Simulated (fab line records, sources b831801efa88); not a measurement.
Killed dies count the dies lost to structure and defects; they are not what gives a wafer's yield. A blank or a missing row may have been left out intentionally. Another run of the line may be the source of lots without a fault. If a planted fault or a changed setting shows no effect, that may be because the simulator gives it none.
Chamber matching | flow gf180mcu | GF_V5_CMP_04 on cmp-01 has 4 sister chambers
The step polishes SiO2. 4 wafers are shown with their chamber, then 7 later ones without.

== WAFERS PAIRED WITH THEIR CHAMBERS ==
wafer  | chamber | motor current A (A)
L588.1 | 3       | 11.7
L591.1 | 1       | 11.0
L594.2 | 0       | 12.7
L594.3 | 2       | 12.0

== WAFERS WITHOUT THEIR CHAMBER ==
wafer  | motor current A (A)
L594.6 | 12.1
L596.1 | 10.9
L596.3 | 12.1
L596.6 | 11.8
L598.1 | 11.4
L598.2 | 11.3
L598.6 | 12.3

== WHICH CHAMBER EACH WENT THROUGH ==
wafer  | from the rows above          | in truth
L594.6 | can't be placed: 2 or 3      | 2
L596.1 | 1                            | 1
L596.3 | can't be placed: 2 or 3      | 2
L596.6 | can't be placed: 3 or 2      | 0
L598.1 | can't be placed: 3 or 1 or 2 | 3
L598.2 | can't be placed: 1 or 3 or 2 | 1
L598.6 | can't be placed: 2 or 0 or 3 | 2
1 of 7 placed correctly. Can't be placed from these rows: 6 (the true chamber is among the candidates in 5). Placed wrongly: 0.
How it was worked out, from the rows above alone: a wafer's distance from a chamber is the root of the sum, over the readings, of the square of ((its reading less the chamber's mean) divided by the reading's scatter). The wafer belongs to the nearest chamber; if the next one is less than 2 further off, it can't be placed. The mean given for a chamber averages the wafers shown for that chamber. The scatter (one wafer shown for each chamber): square how far every hidden wafer sits from the nearest shown wafer, average those squares and take the square root.
